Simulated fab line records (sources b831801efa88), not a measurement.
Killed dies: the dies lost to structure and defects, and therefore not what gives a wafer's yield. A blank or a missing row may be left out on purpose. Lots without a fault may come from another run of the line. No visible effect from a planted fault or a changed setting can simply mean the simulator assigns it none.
Matching of chambers ; flow sfq_line ; SFQ_TRILAYER_I1_CMP_CMP_046 on cmp-02: 4 sister chambers
The step polishes SiO2. 18 wafers are shown with their chamber, then 9 later ones without.

WAFERS PAIRED WITH THEIR CHAMBERS
wafer;chamber;motor_current_A (A);platen_rpm (rpm);time_to_endpoint_s (s)
L595.1;1;10.3;60.04;219
L595.3;3;9.6;59.96;205
L595.4;0;9.9;59.98;218
L596.1;3;9.6;60.04;209
L596.5;2;9.7;60.01;219
L596.6;3;9.9;60.01;215
L601.1;3;9.9;60.03;233
L601.2;2;9.5;59.99;232
L602.5;3;9.6;59.98;241
L610.2;0;9.1;60.08;220
L610.4;3;10.3;60.03;222
L610.6;0;9.6;59.94;220
L611.2;2;9.8;60.05;210
L611.1;1;9.7;59.96;224
L611.5;3;10.2;60.04;211
L613.4;2;9.5;60.00;224
L613.1;1;10.3;59.95;230
L613.6;2;9.4;60.03;216

SIGNATURES (averages over the wafers above)
reading;chamber 0;chamber 1;chamber 2;chamber 3;scatter within a chamber
motor_current_A;9.533;10.100;9.580;9.871;0.291
platen_rpm;60.0000;59.9833;60.0160;60.0129;0.041
time_to_endpoint_s;219.33;224.33;220.20;219.43;10
Rule: distance of a wafer from a chamber = root of the sum over the readings of ((wafer's reading minus chamber's mean) / reading's scatter) squared. The wafer belongs to the nearest chamber; if the next one is less than 2 further off, it can't be placed. How the scatter is found: for the shown wafers, subtract from each reading the mean of its chamber, square and add these, divide the total by (wafers less chambers), then take the root.

WAFERS MISSING THEIR CHAMBER
wafer;motor_current_A (A);platen_rpm (rpm);time_to_endpoint_s (s)
L614.2;9.8;59.99;214
L614.3;10.1;60.08;217
L614.5;9.2;59.96;220
L616.1;9.4;59.97;211
L616.2;9.4;59.93;208
L616.6;9.3;59.97;214
L618.1;9.4;60.01;208
L618.3;9.6;60.03;200
L618.5;9.9;59.96;203

EACH ONE'S CHAMBER
wafer;from the rows above;in truth
L614.2;can't be placed: 3 or 0 or 2 or 1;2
L614.3;can't be placed: 3 or 2 or 1 or 0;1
L614.5;can't be placed: 0 or 2 or 3 or 1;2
L616.1;can't be placed: 0 or 2 or 3 or 1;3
L616.2;can't be placed: 0 or 2 or 3 or 1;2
L616.6;can't be placed: 0 or 2 or 3 or 1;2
L618.1;can't be placed: 0 or 2 or 3 or 1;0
L618.3;can't be placed: 2 or 0 or 3 or 1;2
L618.5;can't be placed: 3 or 0 or 1 or 2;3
Correct placement for 0 of the 9. These rows do not allow placing 9 (true chamber among the candidates in 9). Wrongly placed: 0.
